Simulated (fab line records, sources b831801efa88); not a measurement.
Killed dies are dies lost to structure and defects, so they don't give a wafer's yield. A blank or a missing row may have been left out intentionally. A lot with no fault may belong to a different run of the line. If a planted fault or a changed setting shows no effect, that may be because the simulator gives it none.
fab line records	flow sky130
[record] lots = 11	wafers = 33	last-day = 50
route steps=708 shown VIA4@652 METAL5@663 PAD_OPEN@702
lots with no fault: from the same line, run without faults
start-h: start of the lot's first displayed wafer, in hours after the record's first day	wait-h: how many hours have passed since the lot's step before this one	" repeats the value in the row above	L1.1+2: one row covering several wafers at once	- no value, or no start given	* or withheld: withheld	< > ~ a bound
route shown NAME@n: names a module that has steps shown in the file, with the first one's number in the route	usual: mean/standard deviation of fault-free wafers	same: alike in all rows	chamber/n: place in a boat	sites: readings site by site	_std_site: how widely they spread, as a standard deviation	_edge_site: outer sites' mean less inner sites'	radius-mm: how far each site lies from the wafer's centre	mask NAME#n: copy n	behind: the most recent tool/chamber to have shaped the wafer	hold: the reason the lot was held/the length of the hold in hours/how it ended	device: names the non-switching transistor (n, p or np)	end of line: at the end of the route, the tests of the same wafers	for a step that has no rows: nothing shown but its recipe	killed: the dies lost at the first sort to structure and to defects; this is not the yield of the wafer	map: per-die view of a wafer (x killed, . not killed, _ where there is no die)
set.NAME: the run value of the setting; set.NAME@STEP: its run value at that earlier step	model.NAME: the simulator's own value behind a step, which no gauge read
the route's steps for a sample of lots (tables are steps, rows are wafers)
services: a tool's chamber out of use, with start hour (start-h, from the record's first day; less than 0 if before it), hours out, and reason
[[steps]]
[step SKY_VIA4_STRIP_13]
[recipe] chemistry = O2/N2	power-w = 1400	pressure-mtorr = 1500	platen-temp-c = withheld	o2-flow-sccm = 3000	n2-flow-sccm = 300	overash-fraction = 0.5
[usual] drypump-motor-current-A = 6.0/0.46	oes-product-au = 0.710/0.0047	strip-time-to-endpoint-s = 12.80/0.037
lot.wafer	tool	chamber	start-h	wait-h	drypump-motor-current-A	oes-product-au	rf-hours-counter-h	strip-time-to-endpoint-s
L536.2	plasma-asher-04	1	1007.39	-	5.8	0.702	117	12.76
L536.3	"	1	"	"	5.8	0.707	-	12.81
L536.4	"	0	"	"	6.6	0.713	-	12.80
L537.1	plasma-asher-02	0	1015.49	-	6.8	0.716	59	12.83
L537.4	"	1	"	"	5.5	0.708	-	12.76
L537.5	"	1	"	"	5.5	0.709	-	12.82
L538.2	plasma-asher-03	1	1019.88	-	5.5	0.698	25	12.75
L538.3	"	0	"	"	5.8	0.716	-	12.84
L538.6	"	1	"	"	5.5	0.708	-	12.76
L539.1	plasma-asher-04	0	1025.93	-	6.6	0.709	120	12.86
L539.4	"	0	"	"	6.5	0.712	-	12.79
L539.5	"	0	"	"	6.6	0.709	-	12.79
L545.1	plasma-asher-02	0	1059.67	-	6.8	0.717	64	12.75
L545.2	"	1	"	"	5.5	0.719	64	12.82
L545.6	"	0	"	"	6.8	0.711	-	12.78
L552.1	plasma-asher-03	1	1109.72	-	5.6	0.710	34	12.83
L552.2	"	0	"	"	5.8	0.707	34	12.84
L552.5	"	1	"	"	5.5	0.713	-	12.80
L554.1	plasma-asher-03	1	1129.39	-	5.5	0.717	36	12.72
L554.3	"	1	"	"	5.6	0.705	-	12.80
L554.6	"	0	"	"	5.8	0.707	-	12.77
L555.1	plasma-asher-04	1	1131.78	-	5.8	0.710	6	12.85
L555.3	"	0	"	"	6.5	0.710	-	12.79
L555.4	"	1	"	"	5.8	0.717	-	12.85
L557.4	plasma-asher-02	1	1134.26	-	5.5	0.709	-	12.85
L557.5	"	1	"	"	5.5	0.707	-	12.88
L557.6	"	0	"	"	6.8	0.709	-	12.86
L558.1	plasma-asher-04	1	1134.53	-	5.8	0.715	6	12.83
L558.2	"	0	"	"	6.5	0.713	6	12.78
L558.3	"	0	"	"	6.5	0.721	-	12.74
L559.3	plasma-asher-04	0	1138.73	-	6.5	0.713	-	12.84
L559.5	"	1	"	"	5.8	0.718	-	12.82
L559.6	"	0	"	"	6.5	0.708	-	12.82
[step SKY_METAL5_SPUTTER_02]
[recipe] material = AlCu	target-thk-nm = 1150	power-w = 10600	time-s = 61.2	chamber-pressure-pa = 0.4
[usual] throttle-valve-pct = 30.2/1.1
lot.wafer	tool	chamber	start-h	wait-h	throttle-valve-pct
L536.2	pvd-sputter-04	-	1009.04	0.0	30.8
L536.3	"	-	"	"	29.1
L536.4	"	-	"	"	31.4
L537.1	pvd-sputter-03	-	1016.82	0.0	30.7
L537.4	"	-	"	"	32.7
L537.5	"	-	"	"	30.1
L538.2	pvd-sputter-03	-	1021.25	0.0	30.7
L538.3	"	-	"	"	29.8
L538.6	"	-	"	"	30.4
L539.1	pvd-sputter-02	-	1027.31	0.0	30.7
L539.4	"	-	"	"	28.5
L539.5	"	-	"	"	30.9
L545.1	pvd-sputter-02	-	1061.01	0.0	28.8
L545.2	"	-	"	"	31.1
L545.6	"	-	"	"	30.7
L552.1	pvd-sputter-03	-	1111.20	0.0	30.5
L552.2	"	-	"	"	30.0
L552.5	"	-	"	"	29.9
L554.1	pvd-sputter-04	-	1130.76	0.0	30.8
L554.3	"	-	"	"	29.1
L554.6	"	-	"	"	31.1
L555.1	pvd-sputter-04	-	1133.23	0.0	29.2
L555.3	"	-	"	"	31.2
L555.4	"	-	"	"	29.2
L558.1	pvd-sputter-04	-	1135.93	0.0	29.2
L558.2	"	-	"	"	29.1
L558.3	"	-	"	"	31.1
L557.4	pvd-sputter-02	-	1135.99	0.0	30.9
L557.5	"	-	"	"	29.1
L557.6	"	-	"	"	28.5
L559.3	pvd-sputter-02	-	1140.07	0.0	30.9
L559.5	"	-	"	"	30.6
L559.6	"	-	"	"	29.2
[step SKY_PAD_OPEN_STRIP_08]
[recipe] chemistry = O2/N2	power-w = 1400	pressure-mtorr = 1500	platen-temp-c = withheld	overash-fraction = 0.7	o2-flow-sccm = 3000	n2-flow-sccm = 300
[usual] drypump-motor-current-A = 6.1/0.52	oes-product-au = 0.663/0.0045	strip-time-to-endpoint-s = 37.09/0.11
lot.wafer	tool	chamber	start-h	wait-h	drypump-motor-current-A	oes-product-au	rf-hours-counter-h	strip-time-to-endpoint-s
L536.2	plasma-asher-01	1	1075.62	0.1	6.4	0.657	96	37.13
L536.3	"	0	"	"	5.4	0.656	-	37.06
L536.4	"	1	"	"	6.4	0.656	-	37.14
L537.1	plasma-asher-02	0	1083.42	0.1	6.8	0.666	66	37.09
L537.4	"	0	"	"	6.8	0.663	-	37.08
L537.5	"	1	"	"	5.6	0.665	-	37.18
L538.2	plasma-asher-02	1	1088.54	0.1	5.5	0.666	67	37.14
L538.3	"	1	"	"	5.5	0.671	-	37.19
L538.6	"	1	"	"	5.5	0.659	-	37.07
L539.1	plasma-asher-01	0	1093.19	0.1	5.4	0.656	98	36.99
L539.4	"	0	"	"	5.4	0.665	-	37.05
L539.5	"	1	"	"	6.4	0.663	-	37.05
L545.1	plasma-asher-04	1	1122.32	0.1	5.8	0.661	5	37.12
L545.2	"	0	"	"	6.6	0.660	5	37.19
L545.6	"	0	"	"	6.5	0.663	-	37.28
L552.1	plasma-asher-01	0	1168.68	0.1	5.4	0.659	104	37.13
L552.2	"	1	"	"	6.4	0.664	104	37.16
L552.5	"	1	"	"	6.4	0.668	-	37.05
L554.1	plasma-asher-01	0	1182.94	0.1	5.4	0.660	106	37.06
L554.3	"	1	"	"	6.4	0.670	-	37.18
L554.6	"	0	"	"	5.4	0.667	-	37.15
L555.1	plasma-asher-02	0	1186.73	0.1	6.8	0.662	77	36.70
L555.3	"	0	"	"	6.8	0.667	-	36.69
L555.4	"	1	"	"	5.6	0.669	-	36.68
L558.1	plasma-asher-04	0	1188.69	0.1	6.6	0.666	11	37.04
L558.2	"	1	"	"	5.8	0.662	11	37.21
L558.3	"	1	"	"	5.7	0.668	-	36.93
L557.4	plasma-asher-04	1	1189.57	0.0	5.8	0.668	-	37.19
L557.5	"	0	"	"	6.5	0.661	-	37.17
L557.6	"	1	"	"	5.8	0.661	-	37.23
L559.3	plasma-asher-04	1	1192.17	0.1	5.8	0.659	-	37.25
L559.5	"	0	"	"	6.6	0.670	-	37.17
L559.6	"	1	"	"	5.8	0.660	-	37.19
[step SKY_PAD_OPEN_BOW_MEAS_13]
[recipe] mode = bow
[usual] PAD_OPEN_BOW = 45/9
lot.wafer	tool	chamber	start-h	wait-h	PAD_OPEN_BOW[um]
L536.2	film-metro-03	-	1077.78	-	48
L536.3	"	-	"	"	60
L536.4	"	-	"	"	53
L537.1	film-metro-04	-	1085.56	-	39
L537.4	"	-	"	"	47
L537.5	"	-	"	"	43
L538.2	film-metro-04	-	1090.65	-	50
L538.3	"	-	"	"	59
L538.6	"	-	"	"	53
L539.1	film-metro-03	-	1095.32	-	50
L539.4	"	-	"	"	45
L539.5	"	-	"	"	37
L545.1	film-metro-03	-	1124.42	-	54
L545.2	"	-	"	"	58
L545.6	"	-	"	"	47
L552.1	film-metro-03	-	1171.92	-	32
L552.2	"	-	"	"	34
L552.5	"	-	"	"	43
L554.1	film-metro-04	-	1185.03	-	40
L554.3	"	-	"	"	49
L554.6	"	-	"	"	49
L555.1	film-metro-04	-	1188.82	-	46
L555.3	"	-	"	"	32
L555.4	"	-	"	"	43
L558.1	film-metro-03	-	1191.82	-	55
L558.2	"	-	"	"	33
L558.3	"	-	"	"	54
L557.4	film-metro-01	-	1191.88	-	49
L557.5	"	-	"	"	50
L557.6	"	-	"	"	57
L559.3	film-metro-01	-	1194.28	-	40
L559.5	"	-	"	"	35
L559.6	"	-	"	"	45
[step SKY_PAD_OPEN_PROBE_99]
[usual] defect-limited-yield = 82.3/1.7	killed_at_M0_to_M3 = 43/6.8	killed_at_M4_up = 3.3/1.8	killed-at-contacts = 25/5.9	killed-at-front-end = 16/4.2	killed-at-other = 0.3/0.69	killed-dies = 87/8.6	killed-on-rim = 17/3.6	killed-open = 48/6.3	killed-short = 39/5.3	sort_bin_3_pad_short = 0.9/0.38	sort_bin_5_function = 10.5/1.4	sort_bin_6_memory = 6.4/1.1	sort-n-pass = 405/8.6	sort-yield-pct = 82.3/1.7
[same] gross-dies = 492	killed-at-back-side = 0	sort_bin_4_leakage[%] = 0	sort_bin_8_speed[%] = 0
lot.wafer	tool	chamber	start-h	wait-h	defect-limited-yield[%]	killed_at_M0_to_M3	killed_at_M4_up	killed-at-contacts	killed-at-front-end	killed-at-other	killed-dies	killed-on-rim	killed-open	killed-short	sort_bin_3_pad_short[%]	sort_bin_5_function[%]	sort_bin_6_memory[%]	sort-n-pass	sort-yield-pct[%]
L536.2	prober-02	-	1077.93	0.1	83.1	39	4	33	7	0	83	17	38	44	0.6	10.0	6.3	409	83.1
L536.3	prober-02	-	1077.98	0.2	82.1	46	3	30	9	0	88	16	56	32	0.6	11.0	6.3	404	82.1
L536.4	prober-02	-	1078.03	0.2	80.5	49	6	29	12	0	96	20	60	36	0.4	12.6	6.5	396	80.5
L537.1	prober-01	-	1085.68	0.1	80.9	49	5	26	14	0	94	18	55	39	1.0	9.8	8.3	398	80.9
L537.4	prober-01	-	1085.83	0.2	83.3	52	1	17	12	0	82	14	51	31	1.0	9.3	6.3	410	83.3
L537.5	prober-01	-	1085.88	0.2	81.1	51	4	22	16	0	93	17	50	42	0.8	10.6	7.5	399	81.1
L538.2	prober-02	-	1090.80	0.1	83.7	46	4	17	13	0	80	9	38	41	0.8	10.2	5.3	412	83.7
L538.3	prober-02	-	1090.85	0.2	83.3	37	2	31	12	0	82	14	52	29	1.6	9.3	5.7	410	83.3
L538.6	prober-02	-	1091.00	0.2	82.7	39	3	25	18	0	85	21	47	37	0.4	11.0	5.9	407	82.7
L539.1	prober-01	-	1095.44	0.1	83.5	43	5	21	12	0	81	15	47	34	0.6	10.8	5.1	411	83.5
L539.4	prober-01	-	1095.59	0.2	83.1	30	6	28	19	0	83	18	49	34	0.4	11.6	4.9	409	83.1
L539.5	prober-01	-	1095.64	0.2	85.2	33	6	19	15	0	73	15	34	39	1.2	8.3	5.3	419	85.2
L545.1	prober-02	-	1124.54	0.1	71.5	48	49	23	20	0	140	25	43	51	4.7	15.0	8.7	352	71.5
L545.2	prober-02	-	1124.59	0.1	81.3	58	3	17	12	2	92	23	47	44	1.0	12.2	5.5	400	81.3
L545.6	prober-02	-	1124.79	0.2	81.5	35	4	33	17	2	91	14	53	35	1.6	10.4	6.5	401	81.5
L552.1	prober-02	-	1172.04	0.1	82.3	40	1	33	13	0	87	21	52	34	0.8	11.6	5.3	405	82.3
L552.2	prober-02	-	1172.09	0.1	79.9	54	1	19	25	0	99	17	53	43	0.8	12.2	7.1	393	79.9
L552.5	prober-02	-	1172.24	0.2	83.3	35	2	28	17	0	82	12	43	38	1.4	9.3	5.9	410	83.3
L554.1	prober-01	-	1185.15	0.1	83.9	35	4	23	17	0	79	15	45	34	1.0	10.2	4.9	413	83.9
L554.3	prober-01	-	1185.25	0.2	86.6	29	3	16	18	0	66	11	33	33	0.4	8.1	4.9	426	86.6
L554.6	prober-01	-	1185.40	0.2	82.1	42	1	25	20	0	88	13	48	40	1.2	10.8	5.9	404	82.1
L555.1	prober-02	-	1188.94	0.1	85.2	30	3	27	13	0	73	15	43	30	1.2	7.7	5.9	419	85.2
L555.3	prober-02	-	1189.04	0.2	84.3	39	1	22	15	0	77	16	40	37	1.2	10.0	4.5	415	84.3
L555.4	prober-02	-	1189.09	0.2	83.5	40	7	24	9	1	81	18	42	39	0.8	10.8	4.9	411	83.5
L558.1	prober-02	-	1191.94	0.1	79.3	40	4	25	30	3	102	21	51	48	1.0	12.4	7.3	390	79.3
L558.2	prober-02	-	1191.99	0.1	79.3	50	2	34	16	0	102	18	53	48	0.8	12.8	7.1	390	79.3
L558.3	prober-02	-	1192.04	0.2	77.8	52	2	35	20	0	109	26	59	50	1.4	13.8	6.9	383	77.8
L557.4	prober-01	-	1192.09	0.2	81.1	56	7	14	16	0	93	19	59	34	0.8	10.8	7.3	399	81.1
L557.5	prober-01	-	1192.14	0.2	83.3	45	7	19	11	0	82	15	42	40	1.2	10.8	4.7	410	83.3
L557.6	prober-01	-	1192.19	0.2	82.9	38	1	21	24	0	84	20	45	39	0.8	10.6	5.7	408	82.9
L559.3	prober-02	-	1194.46	0.2	81.7	46	2	28	14	0	90	18	52	38	0.4	11.4	6.5	402	81.7
L559.5	prober-02	-	1194.56	0.2	82.1	41	2	29	16	0	88	11	53	35	0.4	10.4	7.1	404	82.1
L559.6	prober-02	-	1194.61	0.2	84.6	46	1	14	14	1	76	15	45	31	0.8	9.3	5.3	416	84.6
// killed by level:class
L536.2 CONTACT:geometric-particle:open=9 VIA3:geometric-particle:open=8 VIA1:geometric-particle:open=8 LI_CONTACT:geometric-particle:short=7 LI_CONTACT:geometric-particle:open=6 METAL2:geometric-particle:short=6 LOCAL_INTERCONNECT:geometric-particle:short=5 CONTACT:geometric-particle:short=5
L536.3 CONTACT:geometric-particle:open=18 VIA1:geometric-particle:open=11 VIA3:geometric-particle:open=9 CONTACT:geometric-particle:short=6 METAL1:geometric-particle:short=6 VIA2:geometric-particle:open=5 LI_CONTACT:geometric-particle:open=4 VIA1:geometric-particle:short=4
L536.4 VIA2:geometric-particle:open=13 CONTACT:geometric-particle:open=12 LI_CONTACT:geometric-particle:open=10 VIA1:geometric-particle:open=8 METAL1:geometric-particle:short=8 VIA3:geometric-particle:short=6 POLY_GATE:geometric-particle:open=4 METAL4:geometric-particle:short=4
L537.1 CONTACT:geometric-particle:open=12 VIA1:geometric-particle:open=11 VIA3:geometric-particle:open=10 POLY_GATE:geometric-particle:short=6 CONTACT:geometric-particle:short=6 METAL2:geometric-particle:short=6 VIA2:geometric-particle:open=6 LI_CONTACT:geometric-particle:open=5
L537.4 VIA2:geometric-particle:open=11 VIA1:geometric-particle:open=10 CONTACT:geometric-particle:open=9 VIA3:geometric-particle:open=9 VIA3:geometric-particle:short=5 VIA1:geometric-particle:short=4 METAL2:geometric-particle:short=4 FIELD_ISO:geometric-particle:short=3
L537.5 VIA1:geometric-particle:open=13 CONTACT:geometric-particle:open=8 VIA3:geometric-particle:open=7 CONTACT:geometric-particle:short=6 FIELD_ISO:geometric-particle:open=5 METAL2:geometric-particle:short=5 VIA2:geometric-particle:open=5 METAL3:geometric-particle:short=5
L538.2 VIA3:geometric-particle:open=8 METAL1:geometric-particle:short=8 VIA1:geometric-particle:short=6 METAL2:geometric-particle:short=6 LI_CONTACT:geometric-particle:open=5 CONTACT:geometric-particle:open=5 VIA1:geometric-particle:open=5 METAL2:geometric-particle:open=4
L538.3 CONTACT:geometric-particle:open=15 VIA1:geometric-particle:open=12 VIA2:geometric-particle:open=7 VIA3:geometric-particle:open=6 LI_CONTACT:geometric-particle:open=5 FIELD_ISO:geometric-particle:short=4 METAL1:geometric-particle:short=4 VIA1:geometric-particle:short=4
L538.6 VIA2:geometric-particle:open=9 LI_CONTACT:geometric-particle:open=8 CONTACT:geometric-particle:open=8 VIA1:geometric-particle:open=8 FIELD_ISO:geometric-particle:short=5 LOCAL_INTERCONNECT:geometric-particle:short=5 METAL1:geometric-particle:short=5 FIELD_ISO:geometric-particle:open=4
L539.1 VIA1:geometric-particle:open=8 METAL2:geometric-particle:short=8 VIA2:geometric-particle:open=7 CONTACT:geometric-particle:open=6 LI_CONTACT:geometric-particle:open=5 LOCAL_INTERCONNECT:geometric-particle:short=4 VIA1:geometric-particle:short=4 FIELD_ISO:geometric-particle:short=3
L539.4 FIELD_ISO:geometric-particle:open=8 CONTACT:geometric-particle:open=8 LI_CONTACT:geometric-particle:open=7 METAL2:geometric-particle:short=7 VIA1:geometric-particle:open=6 CONTACT:geometric-particle:short=5 FIELD_ISO:geometric-particle:short=4 METAL4:geometric-particle:short=4
L539.5 LI_CONTACT:geometric-particle:open=7 FIELD_ISO:geometric-particle:short=5 VIA3:geometric-particle:open=5 FIELD_ISO:geometric-particle:open=4 POLY_GATE:geometric-particle:short=4 VIA1:geometric-particle:open=4 METAL1:geometric-particle:short=4 CONTACT:geometric-particle:open=4
L545.1 METAL5:unspecified=45 VIA1:geometric-particle:open=11 METAL1:geometric-particle:short=8 CONTACT:geometric-particle:short=7 VIA1:geometric-particle:short=7 VIA3:geometric-particle:open=7 POLY_GATE:geometric-particle:open=6 FIELD_ISO:geometric-particle:short=5
L545.2 VIA1:geometric-particle:open=9 VIA2:geometric-particle:open=9 VIA2:geometric-particle:short=8 VIA1:geometric-particle:short=8 LI_CONTACT:geometric-particle:open=7 VIA3:geometric-particle:open=7 METAL1:geometric-particle:short=6 METAL2:geometric-particle:short=4
L545.6 CONTACT:geometric-particle:open=16 VIA3:geometric-particle:open=7 LI_CONTACT:geometric-particle:open=7 CONTACT:geometric-particle:short=6 METAL1:geometric-particle:short=6 VIA1:geometric-particle:open=6 FIELD_ISO:geometric-particle:short=5 VIA2:geometric-particle:open=5
L552.1 VIA1:geometric-particle:open=13 CONTACT:geometric-particle:open=12 LI_CONTACT:geometric-particle:open=8 VIA2:geometric-particle:open=5 CONTACT:geometric-particle:short=5 METAL1:geometric-particle:short=5 VIA1:geometric-particle:short=5 FIELD_ISO:geometric-particle:short=4
L552.2 VIA1:geometric-particle:open=12 METAL1:geometric-particle:short=9 LI_CONTACT:geometric-particle:open=8 POLY_GATE:geometric-particle:open=7 VIA1:geometric-particle:short=7 VIA3:geometric-particle:open=7 VIA2:geometric-particle:open=7 FIELD_ISO:geometric-particle:short=5
L552.5 CONTACT:geometric-particle:open=13 LI_CONTACT:geometric-particle:open=7 VIA1:geometric-particle:open=7 LI_CONTACT:geometric-particle:short=6 VIA3:geometric-particle:open=6 FIELD_ISO:geometric-particle:short=5 FIELD_ISO:geometric-particle:open=4 POLY_GATE:geometric-particle:open=4
L554.1 VIA1:geometric-particle:open=13 CONTACT:geometric-particle:open=8 POLY_GATE:geometric-particle:short=6 LI_CONTACT:geometric-particle:open=6 VIA3:geometric-particle:open=5 FIELD_ISO:geometric-particle:short=4 LOCAL_INTERCONNECT:geometric-particle:short=4 CONTACT:geometric-particle:short=4
L554.3 FIELD_ISO:geometric-particle:short=12 VIA1:geometric-particle:open=7 METAL1:geometric-particle:short=6 VIA2:geometric-particle:open=5 LI_CONTACT:geometric-particle:open=5 CONTACT:geometric-particle:open=5 FIELD_ISO:geometric-particle:open=4 METAL2:geometric-particle:short=4
L554.6 VIA1:geometric-particle:open=15 VIA2:geometric-particle:open=8 CONTACT:geometric-particle:short=8 METAL1:geometric-particle:short=8 LOCAL_INTERCONNECT:geometric-particle:short=7 FIELD_ISO:geometric-particle:open=6 POLY_GATE:geometric-particle:short=5 VIA1:geometric-particle:short=5
L555.1 CONTACT:geometric-particle:open=12 CONTACT:geometric-particle:short=7 VIA3:geometric-particle:open=6 VIA1:geometric-particle:open=6 LI_CONTACT:geometric-particle:open=5 FIELD_ISO:geometric-particle:open=4 POLY_GATE:geometric-particle:short=4 METAL1:geometric-particle:short=3
L555.3 VIA1:geometric-particle:open=7 CONTACT:geometric-particle:open=7 METAL1:geometric-particle:short=7 VIA2:geometric-particle:open=7 LOCAL_INTERCONNECT:geometric-particle:short=6 FIELD_ISO:geometric-particle:open=5 FIELD_ISO:geometric-particle:short=4 LI_CONTACT:geometric-particle:open=4
L555.4 VIA3:geometric-particle:open=11 CONTACT:geometric-particle:open=8 CONTACT:geometric-particle:short=7 VIA1:geometric-particle:open=7 METAL4:geometric-particle:short=6 VIA1:geometric-particle:short=4 VIA2:geometric-particle:open=4 FIELD_ISO:geometric-particle:short=3
L558.1 CONTACT:geometric-particle:open=12 FIELD_ISO:geometric-particle:short=10 POLY_GATE:geometric-particle:short=8 VIA1:geometric-particle:open=8 VIA3:geometric-particle:open=6 METAL2:geometric-particle:short=5 POLY_GATE:geometric-particle:open=5 LI_CONTACT:geometric-particle:open=5
L558.2 CONTACT:geometric-particle:open=12 LOCAL_INTERCONNECT:geometric-particle:short=9 VIA2:geometric-particle:open=9 VIA3:geometric-particle:open=8 LI_CONTACT:geometric-particle:open=7 METAL2:geometric-particle:short=7 METAL1:geometric-particle:short=6 FIELD_ISO:geometric-particle:open=5
L558.3 VIA1:geometric-particle:open=18 CONTACT:geometric-particle:open=11 LI_CONTACT:geometric-particle:open=9 LOCAL_INTERCONNECT:geometric-particle:short=7 VIA2:geometric-particle:open=7 VIA1:geometric-particle:short=6 FIELD_ISO:geometric-particle:short=5 CONTACT:geometric-particle:short=5
L557.4 VIA1:geometric-particle:open=18 FIELD_ISO:geometric-particle:open=9 VIA2:geometric-particle:open=7 VIA3:geometric-particle:open=7 METAL2:geometric-particle:short=6 METAL4:geometric-particle:short=6 LI_CONTACT:geometric-particle:open=5 CONTACT:geometric-particle:open=5
L557.5 VIA1:geometric-particle:open=9 CONTACT:geometric-particle:open=7 METAL1:geometric-particle:short=6 FIELD_ISO:geometric-particle:open=5 LI_CONTACT:geometric-particle:open=5 VIA3:geometric-particle:open=5 VIA1:geometric-particle:short=5 METAL4:geometric-particle:short=5
L557.6 LI_CONTACT:geometric-particle:open=8 VIA1:geometric-particle:open=8 FIELD_ISO:geometric-particle:open=7 FIELD_ISO:geometric-particle:short=6 VIA1:geometric-particle:short=6 LI_CONTACT:geometric-particle:short=5 CONTACT:geometric-particle:open=5 VIA3:geometric-particle:open=5
L559.3 CONTACT:geometric-particle:open=19 VIA1:geometric-particle:open=10 METAL3:geometric-particle:short=8 VIA2:geometric-particle:open=7 POLY_GATE:geometric-particle:short=5 VIA1:geometric-particle:short=5 VIA3:geometric-particle:open=5 METAL1:geometric-particle:short=4
L559.5 CONTACT:geometric-particle:open=11 VIA1:geometric-particle:open=9 LI_CONTACT:geometric-particle:open=8 VIA2:geometric-particle:open=7 VIA3:geometric-particle:open=7 METAL2:geometric-particle:short=5 CONTACT:geometric-particle:short=5 FIELD_ISO:geometric-particle:short=4
L559.6 VIA1:geometric-particle:open=11 VIA2:geometric-particle:open=8 VIA3:geometric-particle:open=8 POLY_GATE:geometric-particle:open=5 CONTACT:geometric-particle:open=5 VIA1:geometric-particle:short=5 METAL2:geometric-particle:short=4 METAL3:geometric-particle:short=4
[[services]]
tool	chamber	start-h	hours	kind
plasma-asher-01	-	1016.83	14.6	pm
plasma-asher-04	-	1055.25	9.0	pm
plasma-asher-04	0	1055.25	9.0	vent-cycle
plasma-asher-04	1	1055.25	9.0	vent-cycle
plasma-asher-04	0	1064.25	-	clean
plasma-asher-04	1	1064.25	-	clean
pvd-sputter-04	1	1080.53	-	consumable-replace:kit
pvd-sputter-04	1	1080.53	18.0	scheduled-down
pvd-sputter-04	1	1080.53	18.0	vent-cycle
plasma-asher-01	-	1081.95	4.3	repair
pvd-sputter-02	2	1087.87	-	consumable-replace:kit
pvd-sputter-02	2	1087.87	18.0	scheduled-down
pvd-sputter-02	2	1087.87	18.0	vent-cycle
plasma-asher-04	-	1090.22	5.1	repair
pvd-sputter-03	-	1101.59	2.5	repair
plasma-asher-04	-	1119.76	2.4	repair
plasma-asher-04	-	1129.40	1.8	repair
pvd-sputter-04	0	1142.10	-	consumable-replace:kit
pvd-sputter-04	0	1142.10	18.0	scheduled-down
pvd-sputter-04	0	1142.10	18.0	vent-cycle
plasma-asher-01	-	1143.97	7.7	repair
plasma-asher-01	-	1150.01	2.2	repair
plasma-asher-03	-	1176.99	2.8	pm
pvd-sputter-02	1	1182.84	-	consumable-replace:kit
[[key]]
[first-sign] step = SKY_PAD_OPEN_PROBE_99	reading = killed_at_M4_up	direction = up	sigmas = 25	usual = 3.3	struck = 49
[effect] step = SKY_PAD_OPEN_PROBE_99	reading = sort_bin_3_pad_short	direction = up	sigmas = 10	usual = 0.9	struck = 4.7
met-at SKY_METAL5_SPUTTER_02
struck-lots L545
struck-wafers L545.1
not-acting-at SKY_VIA4_STRIP_13,SKY_PAD_OPEN_STRIP_08,SKY_PAD_OPEN_BOW_MEAS_13
onset-between 1027.31 1061.01
[fault] kind = chamber-particle-source	tool = pvd-sputter-02	chamber = -	onset-h = 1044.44	steps = SKY_METAL5_SPUTTER_02	rate-per-visit-cm2 = 1.9497	end-h = 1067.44	scope = struck-wafers-only
